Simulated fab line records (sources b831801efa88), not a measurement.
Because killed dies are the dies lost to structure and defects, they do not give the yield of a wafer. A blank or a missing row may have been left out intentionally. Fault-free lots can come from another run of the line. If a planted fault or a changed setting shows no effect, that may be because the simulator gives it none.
fab line records ; flow sky130
[record] lots = 11; wafers = 33; last-day = 49
route steps=708 shown METAL3@566 VIA3@587 METAL4@632 PASSIVATION@693 PAD_OPEN@708
lots that met no fault: from a run of the same line without faults
start-h: hours from the record's opening day to when the first of the lot's shown wafers began ; wait-h: hours elapsed since this lot's preceding step ; " as in the row above ; L1.1+2: several wafers, shown together as one row ; - no value, or no start given ; * or withheld: withheld ; < > ~ a bound
route shown NAME@n: a module of which the file shows steps, and the number in the route of the first ; usual: the fault-free wafers' mean and standard deviation ; same: alike in all rows ; chamber/n: place in a boat ; sites: each site's reading ; _std_site: standard deviation of those values ; _edge_site: the outer-site mean with the inner-site mean subtracted ; radius-mm: how far each site lies from the wafer's centre ; mask NAME#n: copy n ; behind: the tool/chamber that last shaped the wafer ; hold: the reason the lot was held/the length of the hold in hours/how it ended ; device: which transistor (n, p or np) failed to switch ; end of line: the tests these same wafers got at the end of their route ; a step given without rows: its recipe and nothing more ; killed: the dies lost at the first sort to structure and to defects; this is not the yield of the wafer ; map: dies across one wafer; x = killed, . = not, _ = none there
set.NAME: the setting the step ran with; set.NAME@STEP: the setting that earlier step ran with ; model.NAME: the simulator's own value behind a step, which no gauge read
a sample of lots followed through the steps of the route, with each step as a table and each wafer as a row
services: a tool's chamber out of use, with start hour (start-h, from the record's first day; less than 0 if before it), hours out, and reason
[[steps]]
[step SKY_METAL3_ETCH_16]
[recipe] chemistry = N2/H2; target = BARC; ion-energy-ev = 200; bias-w = 100; pressure-mtorr = 30; n2-flow-sccm = 100; h2-flow-sccm = 200; icp-w = 500; stop-on = SiO2; time-s = 88.2; target-depth-a = 600
[usual] drypump-motor-current-A = 5.5/0.61; he-backside-leak-sccm = 3.42/0.2; oes-product-au = 0.625/0.0047; throttle-valve-pct = 13.204/0.0091
lot.wafer;tool;chamber;start-h;wait-h;drypump-motor-current-A;he-backside-leak-sccm;oes-product-au;rf-hours-counter-h;throttle-valve-pct
L440.2;rie-metal-01;0;913.37;0.0;5.6;3.16;0.628;2;13.190
L440.3;rie-metal-01;1;913.37;0.0;5.1;3.62;0.622;-;13.214
L440.5;rie-metal-01;0;913.37;0.0;5.6;3.17;0.628;-;13.206
L441.1;rie-metal-03;0;916.89;0.0;5.0;3.41;0.622;6;13.210
L441.2;rie-metal-03;1;916.89;0.0;6.7;3.57;0.623;10;13.208
L441.3;rie-metal-03;1;916.89;0.0;6.6;3.56;0.623;-;13.209
L442.2;rie-metal-03;1;919.15;0.0;6.7;3.60;0.628;10;13.217
L442.3;rie-metal-03;0;919.15;0.0;5.0;3.46;0.625;-;13.214
L442.4;rie-metal-03;1;919.15;0.0;6.7;3.26;0.630;-;13.196
L443.1;rie-metal-03;0;922.00;0.0;5.0;3.50;0.630;7;13.230
L443.4;rie-metal-03;1;922.00;0.0;6.6;3.09;0.627;-;13.211
L443.5;rie-metal-03;0;922.00;0.0;5.1;3.55;0.627;-;13.216
L445.1;rie-metal-01;1;946.25;0.0;5.1;3.52;0.629;11;13.212
L445.2;rie-metal-01;0;946.25;0.0;5.6;3.28;0.639;4;13.202
L445.5;rie-metal-01;1;946.25;0.0;5.1;3.46;0.630;-;13.193
L449.1;rie-metal-03;1;968.15;0.0;6.7;3.08;0.625;12;13.211
L449.2;rie-metal-03;0;968.15;0.0;5.0;3.30;0.630;9;13.206
L449.6;rie-metal-03;0;968.15;0.0;5.0;3.45;0.630;-;13.200
L450.1;rie-metal-02;0;977.35;0.1;5.1;3.65;0.629;19;13.190
L450.2;rie-metal-02;0;977.35;0.1;5.2;3.60;0.626;-;13.208
L450.4;rie-metal-02;0;977.35;0.1;5.1;3.52;0.630;-;13.195
L451.1;rie-metal-03;1;989.05;0.0;6.7;3.20;0.632;13;13.198
L451.2;rie-metal-03;0;989.05;0.0;5.0;3.44;0.635;10;13.213
L451.6;rie-metal-03;1;989.05;0.0;6.7;3.42;0.632;-;13.196
L453.1;rie-metal-01;1;998.69;0.0;5.1;3.67;0.625;14;13.213
L453.3;rie-metal-01;1;998.69;0.0;5.1;3.52;0.622;-;13.200
L453.5;rie-metal-01;1;998.69;0.0;5.2;3.78;0.625;-;13.200
L455.1;rie-metal-01;1;1005.04;0.0;5.1;3.48;0.631;15;13.210
L455.2;rie-metal-01;0;1005.04;0.0;5.7;3.06;0.626;7;13.202
L455.6;rie-metal-01;1;1005.04;0.0;5.1;3.54;0.625;-;13.187
L457.2;rie-metal-01;0;1019.29;0.0;5.6;3.29;0.626;7;13.204
L457.4;rie-metal-01;1;1019.29;0.0;5.1;3.55;0.624;-;13.195
L457.6;rie-metal-01;1;1019.29;0.0;5.1;3.59;0.631;-;13.212
[step SKY_VIA3_ETCH_14]
[recipe] chemistry = N2/H2; target = BARC; ion-energy-ev = 200; source-w = 500; bias-w = 100; pressure-mtorr = 30; n2-flow-sccm = 100; h2-flow-sccm = 200; stop-on = SiO2; time-s = 45.9; target-depth-a = 600
[usual] drypump-motor-current-A = 5.8/0.55; oes-product-au = 0.855/0.0051; throttle-valve-pct = 13.224/0.0095
lot.wafer;tool;chamber;start-h;wait-h;drypump-motor-current-A;oes-product-au;rf-hours-counter-h;throttle-valve-pct
L440.2;rie-diel-02;1;939.24;0.0;6.0;0.855;10;13.220
L440.3;rie-diel-02;2;939.24;0.0;6.3;0.855;9;13.218
L440.5;rie-diel-02;3;939.24;0.0;6.1;0.860;-;13.245
L441.1;rie-diel-01;2;943.67;0.0;5.3;0.855;22;13.214
L441.2;rie-diel-01;1;943.67;0.0;4.7;0.859;24;13.212
L441.3;rie-diel-01;0;943.67;0.0;6.5;0.865;15;13.217
L442.2;rie-diel-01;0;945.29;0.0;6.5;0.846;15;13.239
L442.3;rie-diel-01;2;945.29;0.0;5.3;0.845;22;13.215
L442.4;rie-diel-01;1;945.29;0.0;4.6;0.863;24;13.200
L443.1;rie-diel-02;2;947.72;0.0;6.3;0.858;10;13.225
L443.4;rie-diel-02;1;947.72;0.0;6.0;0.847;11;13.220
L443.5;rie-diel-02;2;947.72;0.0;6.3;0.858;-;13.213
L445.1;rie-diel-01;3;971.77;0.0;5.4;0.856;11;13.216
L445.2;rie-diel-01;2;971.77;0.0;5.3;0.867;22;13.217
L445.5;rie-diel-01;0;971.77;0.0;6.5;0.862;-;13.210
L449.1;rie-diel-04;2;993.59;0.0;6.3;0.861;9;13.228
L449.2;rie-diel-04;3;993.59;0.0;6.1;0.855;28;13.218
L449.6;rie-diel-04;0;993.59;0.0;5.4;0.858;-;13.218
L450.1;rie-diel-04;1;1002.48;0.0;6.4;0.859;11;13.227
L450.2;rie-diel-04;3;1002.48;0.0;6.1;0.856;28;13.223
L450.4;rie-diel-04;2;1002.48;0.0;6.3;0.851;10;13.214
L451.1;rie-diel-02;2;1013.67;0.0;6.3;0.866;12;13.222
L451.2;rie-diel-02;0;1013.67;0.0;5.9;0.852;13;13.228
L451.6;rie-diel-02;3;1013.67;0.0;6.2;0.854;-;13.225
L453.1;rie-diel-02;2;1023.53;0.0;6.3;0.852;12;13.225
L453.3;rie-diel-02;3;1023.53;0.0;6.2;0.858;23;13.228
L453.5;rie-diel-02;0;1023.53;0.0;5.9;0.854;-;13.230
L455.1;rie-diel-01;1;1029.88;0.0;4.7;0.842;27;13.223
L455.2;rie-diel-01;3;1029.88;0.0;5.3;0.848;13;13.215
L455.6;rie-diel-01;2;1029.88;0.0;5.3;0.854;-;13.230
L457.2;rie-diel-02;2;1043.43;0.0;6.3;0.852;13;13.225
L457.4;rie-diel-02;3;1043.43;0.0;6.2;0.854;-;13.223
L457.6;rie-diel-02;0;1043.43;0.0;5.9;0.854;-;13.209
[step SKY_METAL4_ETCH_16]
[recipe] chemistry = N2/H2; target = BARC; ion-energy-ev = 200; bias-w = 100; pressure-mtorr = 30; n2-flow-sccm = 100; h2-flow-sccm = 200; icp-w = 500; stop-on = SiO2; time-s = 88.2; target-depth-a = 600
[usual] drypump-motor-current-A = 5.3/0.43; he-backside-leak-sccm = 3.47/0.28; oes-product-au = 0.626/0.0045; throttle-valve-pct = 13.205/0.0088
lot.wafer;tool;chamber;start-h;wait-h;drypump-motor-current-A;he-backside-leak-sccm;oes-product-au;rf-hours-counter-h;throttle-valve-pct
L440.2;rie-metal-02;1;989.61;0.0;5.3;3.27;0.626;1;13.216
L440.3;rie-metal-02;0;989.61;0.0;5.1;3.52;0.626;-;13.205
L440.5;rie-metal-02;1;989.61;0.0;5.3;3.33;0.623;-;13.208
L441.1;rie-metal-01;0;993.81;0.0;5.6;3.09;0.615;6;13.200
L441.2;rie-metal-01;1;993.81;0.0;5.2;3.56;0.628;14;13.212
L441.3;rie-metal-01;1;993.81;0.0;5.2;3.43;0.629;-;13.224
L442.2;rie-metal-02;1;994.95;0.0;5.3;3.23;0.627;2;13.193
L442.3;rie-metal-02;1;994.95;0.0;5.3;3.15;0.622;-;13.215
L442.4;rie-metal-02;0;994.95;0.0;5.1;3.64;0.618;-;13.200
L443.1;rie-metal-04;0;997.66;0.0;6.1;3.58;0.625;17;13.204
L443.4;rie-metal-04;1;997.66;0.0;4.7;3.32;0.620;-;13.226
L443.5;rie-metal-04;1;997.66;0.0;4.7;3.50;0.627;-;13.201
L445.1;rie-metal-01;1;1020.89;0.0;5.2;3.57;0.625;15;13.207
L445.2;rie-metal-01;0;1020.89;0.0;5.6;3.01;0.632;8;13.201
L445.5;rie-metal-01;0;1020.89;0.0;5.6;3.13;0.622;-;13.209
L449.1;rie-metal-01;1;1041.59;0.0;5.1;3.55;0.621;17;13.203
L449.2;rie-metal-01;0;1041.59;0.0;5.6;3.24;0.625;9;13.196
L449.6;rie-metal-01;0;1041.59;0.0;5.6;3.21;0.632;-;13.211
L450.1;rie-metal-02;1;1049.51;0.0;5.3;3.27;0.626;6;13.195
L450.2;rie-metal-02;0;1049.51;0.0;5.1;3.68;0.616;2;13.203
L450.4;rie-metal-02;1;1049.51;0.0;5.3;3.24;0.619;-;13.191
L451.1;rie-metal-02;1;1060.54;0.0;5.3;3.25;0.620;7;13.195
L451.2;rie-metal-02;0;1060.54;0.0;5.2;3.61;0.630;2;13.212
L451.6;rie-metal-02;0;1060.54;0.0;5.1;3.54;0.627;-;13.216
L453.1;rie-metal-02;1;1070.79;0.0;5.3;3.32;0.626;8;13.209
L453.3;rie-metal-02;0;1070.79;0.0;5.1;3.61;0.628;-;13.194
L453.5;rie-metal-02;0;1070.79;0.0;5.2;3.51;0.626;-;13.197
L455.1;rie-metal-02;0;1075.54;0.0;5.1;3.64;0.626;3;13.199
L455.2;rie-metal-02;1;1075.54;0.0;5.3;3.23;0.622;8;13.211
L455.6;rie-metal-02;0;1075.54;0.0;5.2;3.66;0.626;-;13.208
L457.2;rie-metal-02;0;1088.99;0.0;5.1;3.47;0.626;4;13.203
L457.4;rie-metal-02;1;1088.99;0.0;5.2;3.21;0.623;-;13.213
L457.6;rie-metal-02;1;1088.99;0.0;5.2;3.24;0.627;-;13.209
[step SKY_PASSIVATION_STRIP_12]
[recipe] chemistry = O2/N2; power-w = 1400; pressure-mtorr = 1500; platen-temp-c = withheld; overash-fraction = 0.7; o2-flow-sccm = 3000; n2-flow-sccm = 300
[usual] drypump-motor-current-A = 5.4/0.53; oes-product-au = 0.661/0.0046; strip-time-to-endpoint-s = 31.54/0.15
lot.wafer;tool;chamber;start-h;wait-h;drypump-motor-current-A;oes-product-au;rf-hours-counter-h;strip-time-to-endpoint-s
L440.2;plasma-asher-04;0;1061.83;0.1;5.4;0.655;94;31.55
L440.3;plasma-asher-04;1;1061.83;0.1;4.9;0.665;-;31.58
L440.5;plasma-asher-04;1;1061.83;0.1;4.9;0.660;-;31.56
L441.1;plasma-asher-04;1;1064.63;0.1;5.0;0.664;94;31.66
L441.2;plasma-asher-04;0;1064.63;0.1;5.5;0.660;94;31.83
L441.3;plasma-asher-04;1;1064.63;0.1;5.0;0.659;-;31.83
L442.2;plasma-asher-02;1;1067.19;0.1;5.0;0.660;0;31.79
L442.3;plasma-asher-02;1;1067.19;0.1;5.0;0.645;-;31.57
L442.4;plasma-asher-02;0;1067.19;0.1;4.8;0.659;-;31.55
L443.1;plasma-asher-04;1;1068.01;0.1;5.0;0.661;95;31.40
L443.4;plasma-asher-04;1;1068.01;0.1;5.0;0.661;-;31.48
L443.5;plasma-asher-04;0;1068.01;0.1;5.4;0.663;-;31.40
L445.1;plasma-asher-02;1;1090.74;0.1;5.0;0.658;3;31.69
L445.2;plasma-asher-02;0;1090.74;0.1;4.8;0.654;3;31.80
L445.5;plasma-asher-02;0;1090.74;0.1;4.8;0.662;-;31.54
L449.1;plasma-asher-02;0;1110.38;0.1;4.8;0.664;5;31.47
L449.2;plasma-asher-02;1;1110.38;0.1;5.0;0.667;5;31.66
L449.6;plasma-asher-02;0;1110.38;0.1;4.8;0.655;-;31.61
L450.1;plasma-asher-04;0;1116.48;0.1;5.4;0.668;97;31.56
L450.2;plasma-asher-04;1;1116.48;0.1;5.0;0.672;97;31.74
L450.4;plasma-asher-04;0;1116.48;0.1;5.5;0.665;-;31.67
L451.1;plasma-asher-01;1;1125.93;0.1;6.1;0.662;37;31.34
L451.2;plasma-asher-01;0;1125.93;0.1;6.2;0.663;37;31.33
L451.6;plasma-asher-01;1;1125.93;0.1;6.0;0.658;-;31.36
L453.1;plasma-asher-01;1;1135.61;0.1;6.0;0.661;38;31.46
L453.3;plasma-asher-01;0;1135.61;0.1;6.2;0.662;-;31.34
L453.5;plasma-asher-01;1;1135.61;0.1;6.0;0.664;-;31.54
L455.1;plasma-asher-04;1;1139.01;0.1;4.9;0.661;98;31.64
L455.2;plasma-asher-04;0;1139.01;0.1;5.5;0.661;98;31.57
L455.6;plasma-asher-04;1;1139.01;0.1;4.9;0.656;-;31.73
L457.2;plasma-asher-02;1;1150.34;0.1;5.0;0.660;9;31.55
L457.4;plasma-asher-02;1;1150.34;0.1;5.0;0.658;-;31.59
L457.6;plasma-asher-02;0;1150.34;0.1;4.8;0.655;-;31.61
[step SKY_PAD_OPEN_PROBE_99]
[usual] defect-limited-yield = 82.3/2; killed_at_M0_to_M3 = 43/7.1; killed_at_M4_up = 3/1.7; killed-at-contacts = 25/5.6; killed-at-front-end = 16/4.1; killed-at-other = 0.2/0.49; killed-dies = 87/9.8; killed-open = 47/7.6; killed-short = 40/6.1; sort_bin_3_pad_short = 0.9/0.44; sort_bin_5_function = 10.5/1.6; sort_bin_6_memory = 6.3/1; sort-n-pass = 405/9.8; sort-yield-pct = 82.3/2
[same] gross-dies = 492; killed-at-back-side = 0; sort_bin_4_leakage[%] = 0; sort_bin_8_speed[%] = 0
lot.wafer;tool;chamber;start-h;wait-h;defect-limited-yield[%];killed_at_M0_to_M3;killed_at_M4_up;killed-at-contacts;killed-at-front-end;killed-at-other;killed-dies;killed-open;killed-short;sort_bin_3_pad_short[%];sort_bin_5_function[%];sort_bin_6_memory[%];sort-n-pass;sort-yield-pct[%]
L455.1;prober-01;-;1159.42;0.1;76.4;27;51;26;12;0;116;32;34;2.2;13.4;7.9;376;76.4
L455.2;prober-01;-;1159.47;0.1;80.9;54;1;30;9;0;94;47;47;1.2;11.6;6.3;398;80.9
L455.6;prober-01;-;1159.67;0.2;70.5;52;51;22;20;0;145;42;53;1.8;20.7;6.9;347;70.5
L457.2;prober-01;-;1169.62;0.1;75.6;35;50;17;18;0;120;30;42;4.3;14.4;5.7;372;75.6
L457.4;prober-01;-;1169.72;0.2;77.6;55;1;30;24;0;110;67;43;1.2;15.0;6.1;382;77.6
L457.6;prober-01;-;1169.82;0.2;78.5;55;4;35;12;0;106;57;49;0.4;14.4;6.7;386;78.5
// killed by level:class
L455.1 METAL4:unspecified=50 LI_CONTACT:geometric-particle:open=8 LOCAL_INTERCONNECT:geometric-particle:short=6 CONTACT:geometric-particle:short=6 VIA2:geometric-particle:open=5 CONTACT:geometric-particle:open=5 VIA2:geometric-particle:short=5 POLY_GATE:geometric-particle:short=4
L455.2 METAL1:geometric-particle:short=13 CONTACT:geometric-particle:open=12 LI_CONTACT:geometric-particle:open=7 VIA1:geometric-particle:short=7 CONTACT:geometric-particle:short=6 VIA2:geometric-particle:open=6 VIA1:geometric-particle:open=6 METAL2:geometric-particle:short=5
L455.6 METAL4:unspecified=50 VIA1:geometric-particle:open=12 CONTACT:geometric-particle:short=10 POLY_GATE:geometric-particle:short=9 METAL1:geometric-particle:short=9 VIA2:geometric-particle:open=9 VIA1:geometric-particle:short=7 METAL2:geometric-particle:short=6
L457.2 METAL4:unspecified=48 FIELD_ISO:geometric-particle:short=7 LI_CONTACT:geometric-particle:open=7 VIA1:geometric-particle:short=7 FIELD_ISO:geometric-particle:open=5 CONTACT:geometric-particle:short=5 VIA3:geometric-particle:open=5 VIA1:geometric-particle:open=4
L457.4 VIA1:geometric-particle:open=17 CONTACT:geometric-particle:open=10 VIA3:geometric-particle:open=9 LI_CONTACT:geometric-particle:open=8 FIELD_ISO:geometric-particle:short=7 VIA2:geometric-particle:open=6 METAL2:geometric-particle:short=6 METAL3:geometric-particle:short=6
L457.6 VIA1:geometric-particle:open=12 VIA1:geometric-particle:short=12 CONTACT:geometric-particle:open=11 METAL2:geometric-particle:short=7 CONTACT:geometric-particle:short=6 LI_CONTACT:geometric-particle:open=6 LOCAL_INTERCONNECT:geometric-particle:short=6 VIA3:geometric-particle:open=6
[[services]]
tool;chamber;start-h;hours;kind
rie-metal-02;-;903.07;0.6;repair
plasma-asher-02;-;910.57;7.0;repair
plasma-asher-02;-;939.75;2.7;repair
rie-diel-04;-;942.14;4.3;pm
rie-metal-03;1;949.30;9.8;repair
rie-metal-02;1;976.48;4.3;repair
plasma-asher-01;-;980.47;10.6;repair
plasma-asher-02;-;994.81;2.2;repair
rie-diel-02;1;1001.42;42.4;repair
rie-diel-02;-;1003.77;1.2;repair
plasma-asher-01;-;1011.62;2.0;repair
plasma-asher-02;-;1012.49;1.0;repair
rie-diel-02;-;1051.97;0.4;repair
plasma-asher-02;-;1055.25;9.0;pm
rie-diel-01;-;1060.41;2.8;pm
rie-metal-01;-;1069.14;0.3;repair
rie-metal-01;-;1078.40;0.9;repair
rie-diel-02;2;1079.30;2.5;repair
plasma-asher-04;-;1080.56;28.1;pm
rie-metal-01;-;1099.72;1.3;repair
rie-diel-02;-;1129.05;0.6;repair
plasma-asher-04;-;1131.80;4.5;repair
rie-diel-04;1;1135.48;21.7;repair
rie-diel-04;0;1142.09;12.7;repair
[[key]]
[first-sign] step = SKY_PAD_OPEN_PROBE_99; reading = killed_at_M4_up; direction = up; sigmas = 27; usual = 3; struck = 50.7
[effect] step = SKY_PAD_OPEN_PROBE_99; reading = sort_bin_3_pad_short; direction = up; sigmas = 4.3; usual = 0.9; struck = 2.8; wafers-moved = 2
met-at SKY_METAL4_ETCH_16
struck-lots L455,L457
struck-wafers L455.1,L455.6,L457.2
not-acting-at SKY_METAL3_ETCH_16,SKY_VIA3_ETCH_14,SKY_PASSIVATION_STRIP_12
onset-between 1070.79 1075.54
[fault] kind = chamber-particle-source; tool = rie-metal-02; chamber = 0; onset-h = 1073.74; steps = SKY_METAL4_ETCH_16; rate-per-visit-cm2 = 0.70965; end-h = 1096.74
